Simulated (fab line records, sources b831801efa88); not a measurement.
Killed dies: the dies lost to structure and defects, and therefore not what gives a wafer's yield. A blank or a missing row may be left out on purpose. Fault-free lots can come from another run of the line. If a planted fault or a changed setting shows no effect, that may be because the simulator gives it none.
The same fault as seen by 2 desks ; flow gf180mcu ; each desk has only its own numbers; what lay behind them comes last

TOOL OWNER'S DESK, implanter-04
The tool's own readings at GF_HV_LDD_IMPLANT_21: means of the sampled wafers that have a number, for each lot that ran on this tool. The brackets show how far a lot's mean lies from the usual mean; more than 4 standard deviations puts the lot out of limits, marked OUT.
Columns: A = beamEnergyKeV at GF_HV_LDD_IMPLANT_21, usual 25.001; B = doseIonsCm2 at GF_HV_LDD_IMPLANT_21, usual 4.999e+13
lot;first seen here;A;B
L122;day 13 15:08;24.998;4.810e+13 (-32) OUT
L124;day 14 06:23;25.002;4.823e+13 (-29) OUT
L133;day 16 23:56;25.012;4.995e+13
This desk's finding: out of limits on L122, L124; first on L122, day 13 15:08 (doseIonsCm2 at GF_HV_LDD_IMPLANT_21). Within limits: L133.

FROM THE METROLOGY DESK
What the gauges read for every lot (on any tool): the sampled wafers with a number, averaged. The brackets show how far a lot's mean lies from the usual mean; more than 4 standard deviations puts the lot out of limits, marked OUT.
Columns: A = VT_IMPLANT_03_OVL at GF_VT_IMPLANT_OVL_MEAS_40, usual -0.6 nm; B = SALICIDE_TIN_THK at GF_SALICIDE_THK_MEAS_05, usual 19.9 nm; C = CONTACT_CVD_00_THK at GF_CONTACT_THK_MEAS_01, usual 299 nm
lot;first seen here;A;B;C
L113;day 7 19:16;-1.1;20.0;299
L115;day 8 04:37;-0.4;20.4;299
L122;day 10 02:28;-1.0;20.4;303
L123;day 10 09:13;-1.6;19.7;298
L124;day 10 15:40;-1.6;20.0;300
L125;day 11 00:14;-1.3;20.0;299
L126;day 11 03:22;-1.6;19.3;295
L128;day 11 20:43;-1.2;20.1;301
L129;day 12 02:58;0.3;19.7;297
L131;day 12 16:28;0.3;20.2;299
L133;day 13 01:28;-1.0;19.7;298
L134;day 13 07:47;-1.8;20.3;297
L135;day 13 16:52;-0.1;19.9;298
L136;day 13 23:37;0.8;20.0;298
This desk found nothing out of limits on any of the 14 lots.

PUT TOGETHER
The tool owner's desk could have raised an alarm at day 13 15:08, on L122, L124.
At the metrology desk, nothing out of limits was observed.
The metrology desk has L122, L124 on record, within its limits.
All the named lots went through GF_HV_LDD_IMPLANT_21 on implanter-04.

WHAT WAS PUT IN BY THE SIMULATOR
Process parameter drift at GF_HV_LDD_IMPLANT_21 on implanter-04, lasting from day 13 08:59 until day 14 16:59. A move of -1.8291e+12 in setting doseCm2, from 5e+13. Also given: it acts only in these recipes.
Struck lots among those shown: L122, L124.
Delay in hours, fault start to first out-of-limits reading, by desk: the tool owner's desk at 6.
